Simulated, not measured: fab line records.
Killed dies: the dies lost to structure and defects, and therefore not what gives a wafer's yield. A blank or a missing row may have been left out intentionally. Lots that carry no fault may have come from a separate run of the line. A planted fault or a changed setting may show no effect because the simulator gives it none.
Which tool is to blame?	flow gf180mcu	at 1 step of a route of 602, 12 lots with 36 wafers sampled

WHAT THE GAUGES READ, wafer by wafer
GF_STI_THK_MEAS_30.
lot	measured	on	STI_OXIDATION_02_THK (nm)
L075	day 2 12:12	film metro-01	9.88 9.86 10.07
L077	day 2 23:01	film metro-03	10.04 10.05 10.06
L079	day 3 08:46	film metro-01	10.11 9.92 9.95
L081	day 3 18:05	film metro-01	9.81 9.95 9.82
L083	day 4 03:47	film metro-01	10.11 10.08 10.07
L085	day 4 15:34	film metro-02	9.79 9.75 9.94
L087	day 5 07:15	film metro-02	10.01 9.86 10.07
L089	day 5 17:01	film metro-03	10.06 10.15 10.31
L091	day 5 22:43	film metro-01	10.18 10.39 10.44
L093	day 6 12:06	film metro-03	9.91 10.05 10.08
L095	day 6 17:37	film metro-01	10.31 10.35 10.38
L097	day 7 05:00	film metro-03	9.90 9.88 9.92

WHICH TOOL RAN EACH LOT (tool, then ch and the chambers of the sampled wafers, then the start)
The record holds no process step before these readings.

THE ANSWER, worked out from the rows above alone
Rule: the lots themselves supply what counts as usual. Put in order of their means at a reading, lots are off if they are a third of the lots or fewer, leave a main group of 4 or more, and stand apart from it by a gap of 3 or more times the standard deviation of the main group's means; of several such gaps the widest counts. A main group is skipped when, at the precision printed for the reading in the tables above, its means are all equal. Also off: a lot with no number at a reading for which 4 or more lots have one. Any other lot the step has rows for is counted as sound.
Nothing can be told from this: no lot is off at any reading shown.

WHAT THE SIMULATOR PUT IN
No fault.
